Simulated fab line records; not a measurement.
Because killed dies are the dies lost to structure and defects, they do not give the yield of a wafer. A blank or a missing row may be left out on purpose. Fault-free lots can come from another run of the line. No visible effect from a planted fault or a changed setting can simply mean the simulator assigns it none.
Which tool did it? + flow gf180mcu + Sampling: 11 lots, 33 wafers, 2 of 602 route steps

WHAT THE GAUGES READ, wafer by wafer
GF_POLY_GATE_THK_MEAS_01.
| lot  | measured     | on            | POLY_GATE_CVD_00_THK (nm)           |
|------|--------------|---------------|-------------------------------------|
| L265 | day 8 10:02  | film-metro-04 | 198.6 199.7 200.8                   |
| L268 | day 9 04:02  | film-metro-01 | 199.8 201.8 201.5                   |
| L269 | day 9 14:52  | film-metro-01 | 200.5 200.3 198.8                   |
| L271 | day 10 03:13 | film-metro-04 | 202.3 201.4 201.0                   |
| L272 | day 10 08:55 | film-metro-04 | 199.8 200.6 198.8                   |
| L274 | day 11 01:17 | film-metro-03 | 199.4 199.8 198.3                   |
| L275 | day 11 05:05 | film-metro-01 | 197.6 197.6 197.9                   |
| L277 | day 11 19:25 | film-metro-03 | 203.7 201.2 203.8                   |
| L280 | day 13 03:13 | film-metro-03 | 147.7 147.1 146.1 147.8 147.1 146.0 |
| L282 | day 13 13:40 | film-metro-01 | 146.2 145.9 146.7 146.2 145.7 146.7 |
| L288 | day 15 00:55 | film-metro-01 | 200.9 199.8 202.4                   |

WHAT TOOL EACH LOT RAN ON (gives the tool, then ch and the chambers of the sampled wafers, and finally the start)
| lot  | GF_POLY_GATE_CVD_00         |
|------|-----------------------------|
| L265 | lpcvd-02 ch 0, day 8 08:01  |
| L268 | lpcvd-01 ch 0, day 9 02:41  |
| L269 | lpcvd-01 ch 0, day 9 13:31  |
| L271 | lpcvd-01 ch 1, day 10 01:53 |
| L272 | lpcvd-01 ch 0, day 10 07:35 |
| L274 | lpcvd-02 ch 1, day 10 23:58 |
| L275 | lpcvd-02 ch 0, day 11 03:44 |
| L277 | lpcvd-01 ch 0, day 11 18:04 |
| L280 | lpcvd-01 ch 0, day 13 01:53 |
| L282 | lpcvd-01 ch 0, day 13 12:19 |
| L288 | lpcvd-02 ch 1, day 14 23:34 |
- GF_POLY_GATE_CVD_00: deposits poly-Si, target thk 200 nm, time 1200 s.

THE ANSWER, worked out from the rows above alone
Rule: the usual values come from the lots themselves. Put in order of their means at a reading, lots are off if they are a third of the lots or fewer, leave a main group of 4 or more, and stand apart from it by a gap of 3 or more times the standard deviation of the main group's means; of several such gaps the widest counts. A main group is skipped when, at the precision printed for the reading in the tables above, its means are all equal. Also off: a lot with no number at a reading for which 4 or more lots have one. All remaining lots with rows at the step are treated as sound.
Off: at GF_POLY_GATE_THK_MEAS_01 (POLY_GATE_CVD_00_THK), L280, L282. For the main group the mean is 200.3 nm and the standard deviation 1.4.
If a tool, at a process step before that reading, ran all the lots that are off and no sound lot after the first of them, it fits. Those tools and the gauges at GF_POLY_GATE_THK_MEAS_01 are tried in the same way. One fits: GF_POLY_GATE_CVD_00 on lpcvd-01. Its last sound lot is L277 (day 11 18:04), its first lot that is off L280 (day 13 01:53): a fault that began between those two fits.

WHAT THE SIMULATOR PUT IN
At GF_POLY_GATE_CVD_00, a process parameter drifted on lpcvd-01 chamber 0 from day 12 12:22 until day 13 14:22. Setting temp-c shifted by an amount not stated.
Struck lots among those shown: L280, L282. Same finding as the rule above.
